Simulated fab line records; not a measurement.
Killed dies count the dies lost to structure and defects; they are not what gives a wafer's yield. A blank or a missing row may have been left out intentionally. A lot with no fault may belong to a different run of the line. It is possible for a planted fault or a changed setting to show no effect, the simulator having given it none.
What tool caused it? ; flow sky130 ; 13 lots with 38 wafers sampled at 5 steps, on a route of 708 steps

== WHAT THE GAUGES READ, wafer by wafer ==
SKY_SONOS_ONO_THK_MEAS_05.
lot;measured;on;SONOS_ONO_CVD_04_THK (nm)
L205;day 11 22:46;film-metro-01;5.76 5.76 5.68
L206;day 12 06:03;film-metro-02;5.70 5.69 5.59
L207;day 12 14:17;film-metro-01;5.54 5.47 5.51
L208;day 12 16:10;film-metro-02;5.54 5.54 5.58
L209;day 12 23:55;film-metro-02;5.66 5.67 5.66
L210;day 13 05:32;film-metro-01;5.67 5.66 5.68
L211;day 13 14:30;film-metro-02;5.78 5.88 5.83
L212;day 14 00:49;film-metro-02;5.60 5.63 5.52
L214;day 14 11:08;film-metro-01;5.54 5.72 5.63
L215;day 14 19:07;film-metro-02;5.53 5.54 5.39
L221;day 16 23:12;film-metro-04;5.40 5.59
L225;day 18 01:37;film-metro-02;5.61 5.56 5.44
L228;day 19 08:23;film-metro-02;5.55 5.53 5.53

SKY_LDD_HVN_OVL_MEAS_07.
lot;measured;on;LDD_HVN_OVL (nm)
L205;day 20 14:53;overlay-02;2.1 1.0 2.6
L206;day 21 00:25;overlay-01;0.5 0.7 1.6
L207;day 21 08:28;overlay-01;1.1 0.7 2.2
L208;day 21 11:53;overlay-01;0.3 1.1 0.8
L209;day 21 21:14;overlay-02;1.6 -0.2 0.9
L210;day 22 09:29;overlay-02;0.4 1.9 -0.2
L211;day 22 16:18;overlay-01;4.0 2.2 3.5
L212;day 23 05:35;overlay-02;0.9 1.4 1.7
L214;day 23 15:41;overlay-01;2.0 3.2 2.4
L215;day 24 03:11;overlay-01;0.9 -0.3 2.7
L221;day 26 06:50;overlay-02;3.1 0.6
L225;day 27 10:05;overlay-02;3.7 0.8 2.6
L228;day 28 12:16;overlay-01;2.5 2.6 1.5

== WHAT TOOL EACH LOT RAN ON (gives the tool, then ch and the chambers of the sampled wafers, and finally the start) ==
lot;SKY_POLY_GATE_STRIP_18;SKY_LDD_P_COAT_02;SKY_LDD_P_STRIP_10
L205;plasma-asher-02 ch 0,1, day 16 17:13;litho-track-04 ch 0, day 18 16:41;plasma-asher-03 ch 0,1, day 19 08:35
L206;plasma-asher-01 ch 1, day 17 01:56;litho-track-03 ch 0, day 19 02:13;plasma-asher-03 ch 0,1, day 19 17:56
L207;plasma-asher-02 ch 0,1, day 17 11:12;litho-track-03 ch 0, day 19 10:40;plasma-asher-01 ch 0,1, day 20 02:11
L208;plasma-asher-04 ch 0,1, day 17 13:35;litho-track-01 ch 0, day 19 13:44;plasma-asher-01 ch 0,1, day 20 04:59
L209;plasma-asher-04 ch 0,1, day 17 22:23;litho-track-03 ch 0, day 19 22:45;plasma-asher-04 ch 0,1, day 20 14:38
L210;plasma-asher-02 ch 0,1, day 18 08:31;litho-track-01 ch 0, day 20 11:29;plasma-asher-01 ch 0,1, day 21 02:58
L211;plasma-asher-04 ch 0,1, day 18 15:14;litho-track-04 ch 0, day 20 17:11;plasma-asher-03 ch 0,1, day 21 08:56
L212;plasma-asher-04 ch 0,1, day 19 03:47;litho-track-01 ch 0, day 21 07:04;plasma-asher-03 ch 0,1, day 21 23:08
L214;plasma-asher-04 ch 0,1, day 19 16:01;litho-track-01 ch 0, day 21 18:20;plasma-asher-01 ch 0,1, day 22 10:05
L215;plasma-asher-01 ch 0,1, day 20 02:56;litho-track-03 ch 0, day 22 06:43;plasma-asher-03 ch 0,1, day 22 21:50
L221;plasma-asher-02 ch 1, day 22 09:13;litho-track-01 ch 0, day 24 10:29;plasma-asher-03 ch 0,1, day 25 01:26
L225;plasma-asher-01 ch 0,1, day 23 14:58;litho-track-04 ch 0, day 25 14:05;plasma-asher-01 ch 0,1, day 26 05:23
L228;plasma-asher-01 ch 0, day 24 17:50;litho-track-03 ch 0, day 26 16:01;plasma-asher-04 ch 0,1, day 27 07:23
- SKY_POLY_GATE_STRIP_18: strips in O2/N2.
- SKY_LDD_P_COAT_02: resist thk 1140 nm.
- SKY_LDD_P_STRIP_10: strips in O2/N2.

== WHAT THE TOOLS THEMSELVES READ (means of the sampled wafers that have a number; where no wafer has one, the mark that the record gives instead) ==
SKY_POLY_GATE_STRIP_18.
lot;tool;drypump-motor-current-A (A);oes-product-au (a.u.);strip-time-to-endpoint-s (s)
L205;plasma-asher-02;5.46;0.360;3.18
L206;plasma-asher-01;6.01;0.360;3.12
L207;plasma-asher-02;5.61;0.363;3.18
L208;plasma-asher-04;5.79;0.363;3.16
L209;plasma-asher-04;5.75;0.360;3.20
L210;plasma-asher-02;5.62;0.358;3.16
L211;plasma-asher-04;5.76;0.360;3.18
L212;plasma-asher-04;5.80;0.361;3.24
L214;plasma-asher-04;5.72;0.362;3.23
L215;plasma-asher-01;5.82;0.359;3.16
L221;plasma-asher-02;5.33;0.365;3.19
L225;plasma-asher-01;5.62;0.362;3.19
L228;plasma-asher-01;5.44;0.359;3.17

SKY_LDD_P_STRIP_10.
lot;tool;drypump-motor-current-A (A);oes-product-au (a.u.);strip-time-to-endpoint-s (s)
L205;plasma-asher-03;6.06;0.717;14.18
L206;plasma-asher-03;6.05;0.721;14.23
L207;plasma-asher-01;5.82;0.716;14.20
L208;plasma-asher-01;5.81;0.713;14.20
L209;plasma-asher-04;5.81;0.714;14.25
L210;plasma-asher-01;5.62;0.716;14.16
L211;plasma-asher-03;6.14;0.718;14.18
L212;plasma-asher-03;6.08;0.711;14.20
L214;plasma-asher-01;5.63;0.713;14.19
L215;plasma-asher-03;6.12;0.720;14.21
L221;plasma-asher-03;6.10;0.718;14.50
L225;plasma-asher-01;5.81;0.712;14.10
L228;plasma-asher-04;5.79;0.711;14.16

== THE ANSWER, worked out from the rows above alone ==
Rule: the lots themselves supply what counts as usual. The widest of any qualifying gaps counts: lots, ordered by their means at a reading, are off when they make up no more than a third of the lots, leave a main group of 4 or more, and stand apart from it by 3 or more times the standard deviation of that group's means. A main group whose means are all the same, to the digits that the tables above print for the reading, isn't used. A lot without any number at a reading at which 4 lots or more have one is off too. Where the step has rows for the other lots, those lots are counted as sound. Order of review: gauges by route order, followed by the tools' own readings, for which a lot's mean as printed above is used. At the first step where some lot is off, the reading lying furthest off is the one used; lots without a number count as furthest.
Off at SKY_LDD_P_STRIP_10 (strip-time-to-endpoint-s): L221. Mean 14.19 s and standard deviation 0.036 in the main group.
A tool fits if, at that step or a process step before it, it ran every lot that is off, and no sound lot after the first of them. Can't be told from this: 3 tools fit, plasma-asher-02 at SKY_POLY_GATE_STRIP_18, litho-track-01 at SKY_LDD_P_COAT_02, plasma-asher-03 at SKY_LDD_P_STRIP_10.

== WHAT THE SIMULATOR HAD PUT IN ==
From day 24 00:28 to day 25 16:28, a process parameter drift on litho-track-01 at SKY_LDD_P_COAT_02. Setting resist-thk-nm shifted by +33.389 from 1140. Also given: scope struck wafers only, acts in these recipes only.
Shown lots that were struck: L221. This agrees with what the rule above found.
